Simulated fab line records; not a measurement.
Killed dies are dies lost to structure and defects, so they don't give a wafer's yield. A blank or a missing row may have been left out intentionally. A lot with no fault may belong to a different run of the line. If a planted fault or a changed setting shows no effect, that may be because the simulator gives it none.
Which of the tools did it? | flow gf180mcu | 12 lots, 35 wafers sampled, at 1 step of a route of 602

## WHAT THE GAUGES SHOWED, per wafer
GF_MVSD_TW_MEAS_11. Usual: MVSD_TW gives 1608 (standard deviation 13).
lot  | measured    | on            | MVSD_TW        | flag
L499 | day 4 12:29 | film-metro-02 | 1610 1607 1609 |
L503 | day 5 16:34 | film-metro-02 | 1616 1618 1601 |
L505 | day 5 21:36 | film-metro-03 | 1592 1580 1593 |
L506 | day 6 04:38 | film-metro-01 | 1618 1611 1617 |
L508 | day 6 17:14 | film-metro-02 | 1620 1620 1625 |
L509 | day 7 01:17 | film-metro-03 | 1597 1598      |
L510 | day 7 05:43 | film-metro-01 | 1626 1621 1625 |
L517 | day 8 21:01 | film-metro-02 | 1613 1603 1614 |
L518 | day 9 03:50 | film-metro-01 | 1616 1612 1620 |
L519 | day 9 08:23 | film-metro-03 | 1601 1606 1613 |
L520 | day 9 15:12 | film-metro-01 | 1622 1626 1617 |
L521 | day 9 22:17 | film-metro-02 | 1608 1611 1614 |

## WHICH TOOL RAN EACH LOT (tool, then ch and the chambers of the sampled wafers, then the start)
The record shows no process step preceding these readings.

## WHAT THE TOOLS THEMSELVES READ (means of the sampled wafers that have a number; where no wafer has one, the mark that the record gives instead)
The record holds no such reading with a usual standard deviation.

## THE ANSWER, worked out from the rows above alone
Rule: a lot counts as off when the mean over its wafers that have a number is more than 3 standard deviations away from the usual mean. Also off: a lot with no number at a reading for which 4 or more lots have one. The other lots that the step has rows for count as sound. After the gauges, taken in route order, come the tools' own readings; for these a lot's mean is taken, as printed above. At the first step where some lot is off, the reading lying furthest off is the one used; lots without a number count as furthest.
Across all readings shown, no lot is off: no conclusion can be drawn from this.

## WHAT THE SIMULATOR PUT IN
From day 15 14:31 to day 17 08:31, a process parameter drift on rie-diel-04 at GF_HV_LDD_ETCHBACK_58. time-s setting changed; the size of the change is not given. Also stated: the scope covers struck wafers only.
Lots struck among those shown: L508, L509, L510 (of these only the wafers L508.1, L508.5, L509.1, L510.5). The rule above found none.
